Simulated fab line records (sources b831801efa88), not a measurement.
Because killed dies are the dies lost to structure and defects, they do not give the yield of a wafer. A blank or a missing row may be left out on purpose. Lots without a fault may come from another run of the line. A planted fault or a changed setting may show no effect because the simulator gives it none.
Which tool is to blame?	flow gf180mcu	14 lots, 42 wafers sampled, at 4 steps of a route of 602

== WHAT THE GAUGES SHOWED, per wafer ==
GF_STI_THK_MEAS_24. Usual: for STI_CVD_23_THK the level is 649 nm and the standard deviation is 9.7.
lot	measured	on	STI_CVD_23_THK (nm)	flag
L360	day 2 06:38	film metro-04	656 655 642	
L361	day 2 19:16	film metro-03	660 647 662	
L362	day 2 19:18	film metro-04	641 658 642	
L363	day 2 23:02	film metro-01	664 644 635	
L364	day 3 04:05	film metro-03	636 638 661	
L367	day 3 17:02	film metro-04	647 636 650	
L366	day 3 17:06	film metro-04	668 670 668	
L369	day 4 02:17	film metro-01	649 643 664	
L371	day 4 12:01	film metro-04	648 667 650	
L372	day 4 17:11	film metro-04	642 644 634	
L374	day 5 04:19	film metro-03	644 643 653	
L377	day 5 21:48	film metro-03	652 645 634	
L381	day 6 16:22	film metro-04	655 650 639	
L382	day 6 21:13	film metro-04	654 661 651	

GF_POLY_GATE_THK_MEAS_01. Usual: for POLY_GATE_CVD_00_THK the level is 201.4 nm and the standard deviation is 1.6.
lot	measured	on	POLY_GATE_CVD_00_THK (nm)	flag
L360	day 8 21:12	film metro-02	201.0 201.8 200.1	
L361	day 9 07:59	film metro-02	201.5 201.6 202.9	
L362	day 9 04:59	film metro-03	204.1 203.0 203.4	
L363	day 9 10:28	film metro-02	204.0 201.6 202.7	
L364	day 10 00:56	film metro-01	200.7 201.9 201.9	
L367	day 10 13:52	film metro-03	200.1 200.5 200.5	
L366	day 10 13:52	film metro-02	199.9 202.2 202.2	
L369	day 11 01:44	film metro-03	200.8 200.2 199.4	
L371	day 11 14:43	film metro-02	200.7 201.9 201.0	
L372	day 11 22:23	film metro-03	201.1 202.0 200.8	
L374	day 12 20:12	film metro-02	199.1 202.1 199.3	
L377	day 13 14:46	film metro-02	203.6 202.6 201.0	
L381	day 14 11:10	film metro-02	202.3 203.0 203.7	
L382	day 14 17:38	film metro-03	197.4 199.1 198.8	

== TOOL THAT RAN EACH LOT (tool first, then ch and the chambers of the sampled wafers, then the start) ==
lot	GF_LVPWELL_DEHYDRATE_00	GF_VT_IMPLANT_STRIP_42
L360	litho track-02 ch 0, day 3 22:47	plasma asher-03 ch 0,1, day 7 21:24
L361	litho track-01 ch 0, day 4 07:52	plasma asher-02 ch 0,1, day 8 08:21
L362	litho track-02 ch 0, day 4 07:23	plasma asher-02 ch 0,1, day 8 06:01
L363	litho track-01 ch 0, day 4 10:43	plasma asher-01 ch 0,1, day 8 11:34
L364	litho track-04 ch 0, day 4 16:43	plasma asher-03 ch 0,1, day 9 01:03
L367	litho track-01 ch 0, day 5 05:10	plasma asher-02 ch 0,1, day 9 10:33
L366	litho track-02 ch 0, day 5 06:44	plasma asher-02 ch 0,1, day 9 12:11
L369	litho track-01 ch 0, day 5 15:28	plasma asher-01 ch 0,1, day 9 23:05
L371	litho track-04 ch 0, day 5 23:25	plasma asher-02 ch 0,1, day 10 11:06
L372	litho track-02 ch 0, day 6 07:35	plasma asher-03 ch 0,1, day 10 20:43
L374	litho track-01 ch 0, day 6 21:10	plasma asher-02 ch 0,1, day 11 12:16
L377	litho track-02 ch 0, day 7 14:17	plasma asher-01 ch 0,1, day 12 08:23
L381	litho track-02 ch 0, day 8 09:50	plasma asher-03 ch 1, day 13 07:25
L382	litho track-04 ch 0, day 8 15:31	plasma asher-03 ch 0,1, day 13 13:48
- GF_LVPWELL_DEHYDRATE_00: time 60 s.
- GF_VT_IMPLANT_STRIP_42: strips in O2/N2.

== AS READ BY THE TOOLS THEMSELVES (means over the sampled wafers that have a number; for cases with no such wafer, the mark the record gives instead) ==
GF_LVPWELL_DEHYDRATE_00. Usual: exhaust pa 45.2 Pa, standard deviation 0.85; heater power total W 160.37 W, standard deviation 0.11; run length s 89.23 s, standard deviation 0.2.
lot	tool	exhaust pa (Pa)	heater power total W (W)	run length s (s)	flag
L360	litho track-02	45.3	160.36	89.41	
L361	litho track-01	45.4	160.44	89.18	
L362	litho track-02	45.2	160.35	89.25	
L363	litho track-01	45.4	160.35	89.42	
L364	litho track-04	45.3	160.35	89.07	
L367	litho track-01	45.4	160.35	89.30	
L366	litho track-02	45.8	160.38	89.29	
L369	litho track-01	45.6	160.32	89.34	
L371	litho track-04	44.5	160.37	88.94	
L372	litho track-02	45.2	160.38	89.27	
L374	litho track-01	45.8	160.44	89.31	
L377	litho track-02	43.4	161.76	87.46	OFF
L381	litho track-02	46.4	161.65	87.42	OFF
L382	litho track-04	45.5	160.43	89.04	

GF_VT_IMPLANT_STRIP_42. Usual: drypump motor current A 5.7 A, standard deviation 0.53; heater power w 325 W, standard deviation 34; oes product au 0.716 a.u., standard deviation 0.005; strip time to endpoint s 12.64 s, standard deviation 0.033.
lot	tool	drypump motor current A (A)	heater power w (W)	oes product au (a.u.)	strip time to endpoint s (s)	flag
L360	plasma asher-03	5.9	299	0.721	12.63	
L361	plasma asher-02	5.6	316	0.718	12.61	
L362	plasma asher-02	5.3	310	0.717	12.68	
L363	plasma asher-01	5.6	354	0.716	12.60	
L364	plasma asher-03	6.2	292	0.714	12.60	
L367	plasma asher-02	5.3	309	0.713	12.64	
L366	plasma asher-02	5.3	315	0.717	12.58	
L369	plasma asher-01	5.6	376	0.714	12.61	
L371	plasma asher-02	5.6	317	0.713	12.68	
L372	plasma asher-03	6.2	295	0.718	12.69	
L374	plasma asher-02	5.6	321	0.722	12.65	
L377	plasma asher-01	5.6	373	0.715	12.62	
L381	plasma asher-03	6.6	296	0.709	12.65	
L382	plasma asher-03	6.2	296	0.715	12.69	

== THE ANSWER, worked out from the rows above alone ==
Rule: a lot is off if the mean of its wafers that have a number lies more than 3 standard deviations from the usual mean. A lot without any number at a reading at which 4 lots or more have one is off too. Any other lot the step has rows for is counted as sound. The gauges are gone through in route order, then the tools' own readings, and for those a lot's mean is taken as printed above. The first step at which some lot is off is used, and at that step the reading that is off furthest; a lot without a number counts as furthest.
Off, at GF_LVPWELL_DEHYDRATE_00 on heater power total W: L377, L381.
If a tool, at that step or one of the process steps before it, ran each lot that is off and ran no sound lot following the first of them, it fits. One fits: GF_LVPWELL_DEHYDRATE_00 on litho track-02. Its last sound lot is L372 (day 6 07:35), its first lot that is off L377 (day 7 14:17): a fault that began between those two fits.
The tool's own readings at GF_LVPWELL_DEHYDRATE_00 bear it out: on the lots that are off they differ by more than 5 times the standard deviation of the sound lots' means. heater power total W reads 161.70 W there against 160.38 W on the sound lots; run length s reads 87.44 s there against 89.23 s on the sound lots.

== WHAT THE SIMULATOR HAD PUT IN ==
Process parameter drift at GF_LVPWELL_DEHYDRATE_00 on litho track-02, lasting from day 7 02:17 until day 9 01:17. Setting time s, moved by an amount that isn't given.
Shown lots that were struck: L377, L381. The rule above reached the same finding.
